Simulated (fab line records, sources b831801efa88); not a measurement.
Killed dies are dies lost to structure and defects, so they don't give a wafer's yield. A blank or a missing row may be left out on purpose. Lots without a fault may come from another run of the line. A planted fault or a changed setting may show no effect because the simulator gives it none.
A struck lot beside a sound one | flow sky130 | 16 steps out of a route of 708
Sound: wafers L465.2, L465.4, L465.6. Struck: wafers L473.3, L473.5, L473.6. The cause comes at the end.
At each step with rows: each side's tool, then ch and its chambers, then its first start. Under that, the readings that differ: sound wafers | struck wafers | difference of the means | sigmas: that difference in standard deviations of wafers without a fault.
alike: readings whose means differ by less than 2 such deviations, and words and numbers that are the same on both sides. not compared: withheld readings, readings that some wafer has no value for, bounds like >300 that may hide the same value, and numbers for which the record gives no deviation and whose values overlap.
The two part at a step that has a row with sigmas, a row that says differs or no value, or rows on one side only. Numbers that don't overlap but have no deviation are shown without sigmas and don't part them. A reading that every wafer of one side lacks parts them only if that side has two wafers or more.

SKY_NWELL_RS_MEAS_29: measures by four-point-probe.
  sound on film_metro-01, day 6 02:50; struck on film_metro-03, day 7 23:22
  alike: NWELL_RS
SKY_NWELL_RS_MEAS_31: measures by four-point-probe.
  sound on film_metro-01, day 6 03:05; struck on film_metro-03, day 7 23:36
  alike: PWDE_RS
then, 7 steps without rows for these wafers: SKY_VT_ADJUST_HVTP_DEHYDRATE_00 (time 60 s); SKY_VT_ADJUST_HVTP_HMDS_01 (prime time 60 s); SKY_VT_ADJUST_HVTP_COAT_02 (resist thk 1140 nm); SKY_VT_ADJUST_HVTP_SOFTBAKE_03 (time 60 s); SKY_VT_ADJUST_HVTP_EXPOSE_04 (exposes mask HVTPM, target cd 380 nm); SKY_VT_ADJUST_HVTP_PEB_05; SKY_VT_ADJUST_HVTP_DEVELOP_06 (develop time 60 s).
SKY_VT_ADJUST_HVTP_CD_MEAS_07: target cd 380 nm.
  sound on cd_sem-02, day 6 21:13; struck on cd_sem-01, day 8 19:29
  alike: cd_nm
SKY_VT_ADJUST_HVTP_OVL_MEAS_08:
  sound on overlay-01, day 6 21:20; struck on overlay-01, day 8 19:35
  alike: VT_ADJUST_HVTP_OVL
SKY_VT_ADJUST_HVTP_IMPLANT_09:
  sound on implanter-03 ch 0, day 6 21:23; struck on implanter-04 ch 0, day 8 19:58
  alike: dose_ions_cm2, end_station_pressure_torr
SKY_VT_ADJUST_HVTP_STRIP_10: strips in O2/N2.
  sound on plasma_asher-02 ch 0,1, day 6 21:31; struck on plasma_asher-04 ch 0,1, day 8 20:07
  alike: drypump_motor_current_A, oes_product_au, strip_time_to_endpoint_s
  not compared: rf_hours_counter_h
SKY_VT_ADJUST_HVTP_TW_MEAS_11:
  sound on film_metro-01, day 6 21:37; struck on film_metro-01, day 8 20:11
  reading           | sound          | struck         | difference | sigmas
  VT_ADJUST_HVTP_TW | 1329 1338 1334 | 1660 1668 1648 | +325       | +22
then, 1 step without rows for these wafers: SKY_VT_ADJUST_LVTN_DEHYDRATE_00 (time 60 s).
-- the record jumps here: 40 days lie between the struck wafers' starts before and after (it left off in module VT_ADJUST_LVTN and takes up again in module PAD_OPEN, whose first step shown is number 708 of the route) --
SKY_PAD_OPEN_PROBE_99:
  sound on prober-02, day 46 05:29; struck on prober-02, day 48 14:20
  reading                                 | sound             | struck            | difference | sigmas
  model.etest.tip_p.rs_ohm_sq             | 6686 6641 6698    | 9056 8997 9042    | +2357      |
  model.etest.pfet_01v8.r_on_ohm_um       | 2863 2827 2980    | 3717 3707 3682    | +812       |
  model.etest.pfet_01v8.drive_ua_um       | 193.6 199.5 189.2 | 122.8 121.6 122.6 | -71.8      |
  model.etest.pfet_01v8_mvt.drive_ua_um   | 153.6 156.2 150.4 | 87.56 87.94 88.69 | -65.34     |
  model.etest.pfet_01v8_hvt.drive_ua_um   | 145.7 149.1 138.4 | 93.99 93.77 95.08 | -50.12     |
  model.etest.sram_pfet_latch.drive_ua_um | 148.4 146.7 137.2 | 101.1 96.61 95.56 | -46.3      |
  model.etest.ring_1v8.delay_ps           | 20.96 20.39 21.34 | 27.48 28.01 27.61 | +6.80      |
  alike: killed_at_M0_to_M3, killed_at_M4_up, killed_at_contacts, killed_at_front_end, killed_at_other, killed_dies, killed_open, killed_short
  not compared: model.etest.tip_p.rs_ohm_sq_range

WHERE THEY PART
Only at SKY_VT_ADJUST_HVTP_TW_MEAS_11, within this record. Later steps at which nothing parts them and some readings are alike: SKY_PAD_OPEN_PROBE_99.

WHY: what the simulator had put in
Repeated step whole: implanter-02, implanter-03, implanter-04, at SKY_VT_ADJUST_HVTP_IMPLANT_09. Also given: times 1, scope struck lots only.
